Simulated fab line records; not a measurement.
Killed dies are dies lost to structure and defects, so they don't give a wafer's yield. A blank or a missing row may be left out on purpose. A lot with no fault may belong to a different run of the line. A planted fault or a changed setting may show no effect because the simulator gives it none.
Lot-split experiment + flow gf180mcu + 23 wafers read across 5 lots, on a route 602 steps long

## ON THE SPLIT
At GF_V3_CVD_02 (deposits SiO2 from TEOS, target thk 850 nm, time 94.851 s), the setting time-s was moved away from the recipe's 94.851 s on 9 of the 23 wafers read, by +7.0% to +13.9%. For the rest of the wafers, this setting stayed at what the recipe calls for.

No step appears in the file between the split and the reading.

## THE READING
V3_CVD_02_THK in nanometres, read at GF_V3_THK_MEAS_03. Fault-free wafers of this fab line usually give 849 nm, standard deviation 14 nm.

| wafer  | tool, chamber at the split | time-s as run, s | against the recipe | V3_CVD_02_THK, nm | against lot-mates on the recipe |
|--------|----------------------------|------------------|--------------------|-------------------|---------------------------------|
| L075.2 | pecvd-04, 1                | 94.851           | recipe             | 856               | -                               |
| L075.3 | pecvd-04, 2                | 94.851           | recipe             | 854               | -                               |
| L075.4 | pecvd-04, 2                | 94.851           | recipe             | 874               | -                               |
| L077.1 | pecvd-04, 2                | 107.1            | +12.9%             | 964               | +116                            |
| L077.2 | pecvd-04, 1                | 94.851           | recipe             | 851               | -                               |
| L077.3 | pecvd-04, 0                | 94.851           | recipe             | 844               | -                               |
| L077.4 | pecvd-04, 1                | 107.1            | +12.9%             | 966               | +118                            |
| L077.6 | pecvd-04, 2                | 107.1            | +12.9%             | 977               | +130                            |
| L080.2 | pecvd-03, 2                | 94.851           | recipe             | 825               | -                               |
| L080.3 | pecvd-03, 1                | 94.851           | recipe             | 834               | -                               |
| L080.4 | pecvd-03, 1                | 94.851           | recipe             | 855               | -                               |
| L080.5 | pecvd-03, 0                | 94.851           | recipe             | 843               | -                               |
| L080.6 | pecvd-03, 2                | 94.851           | recipe             | 843               | -                               |
| L081.1 | pecvd-02, 1                | 94.851           | recipe             | 835               | -                               |
| L081.2 | pecvd-02, 0                | 108              | +13.9%             | 956               | +112                            |
| L081.3 | pecvd-02, 2                | 108              | +13.9%             | 953               | +108                            |
| L081.5 | pecvd-02, 1                | 94.851           | recipe             | 854               | -                               |
| L081.6 | pecvd-02, 0                | 108              | +13.9%             | 972               | +128                            |
| L082.2 | pecvd-03, 2                | 101.5            | +7.0%              | 889               | +44                             |
| L082.3 | pecvd-03, 0                | 94.851           | recipe             | 842               | -                               |
| L082.4 | pecvd-03, 0                | 101.5            | +7.0%              | 921               | +76                             |
| L082.5 | pecvd-03, 2                | 101.5            | +7.0%              | 911               | +66                             |
| L082.6 | pecvd-03, 1                | 94.851           | recipe             | 849               | -                               |

THE FIT
A straight line over all 23 wafers: V3_CVD_02_THK changes by +8.74 nm for each +1% of time-s; r = +0.97; the points scatter about the line by 12 nm.
The same after taking each lot's own level away (the mean of its wafers on the recipe; 23 wafers): +8.83 nm for each +1%; r = +0.98; scatter 10 nm.
That fit puts the effect of the largest move of time-s on the reading at 1.2e+02 nm.
The span of the lots' own levels, 840.0 to 861.3 nm, comes to 1.5 times the standard deviation stated above.
The two slopes agree, so the slope changes little with the lot-to-lot level.
Check: +125 nm against its lot-mates is what the line predicts for one of the wafers moved furthest among these (+13.9%) when that wafer is left out of the fit. It came out at +112 nm against them.

## THE WHOLE CHAIN: every reading that the file lists as answering this split, in the file's order
| step              | what it does                                              | reading                                                                   | change (the file's fit)              | r (the file's) |
|-------------------|-----------------------------------------------------------|---------------------------------------------------------------------------|--------------------------------------|----------------|
| GF_V3_CVD_02      | deposits SiO2 from TEOS, target thk 850 nm, time 94.851 s | SiO2_of_V3_CVD_02.thk-nm (the simulator's own value, which no gauge read) | +8.82 nm for each +1% of the setting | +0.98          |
| GF_V3_THK_MEAS_03 |                                                           | V3_CVD_02_THK                                                             | +8.84 for each +1% of the setting    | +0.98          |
| GF_V3_CMP_04      | polishes SiO2                                             | time-to-endpoint-s                                                        | withheld for each +1% of the setting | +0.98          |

## FILE'S OWN FIT
V3_CVD_02_THK changes by +8.84 nm for each +1% of time-s, r = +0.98.
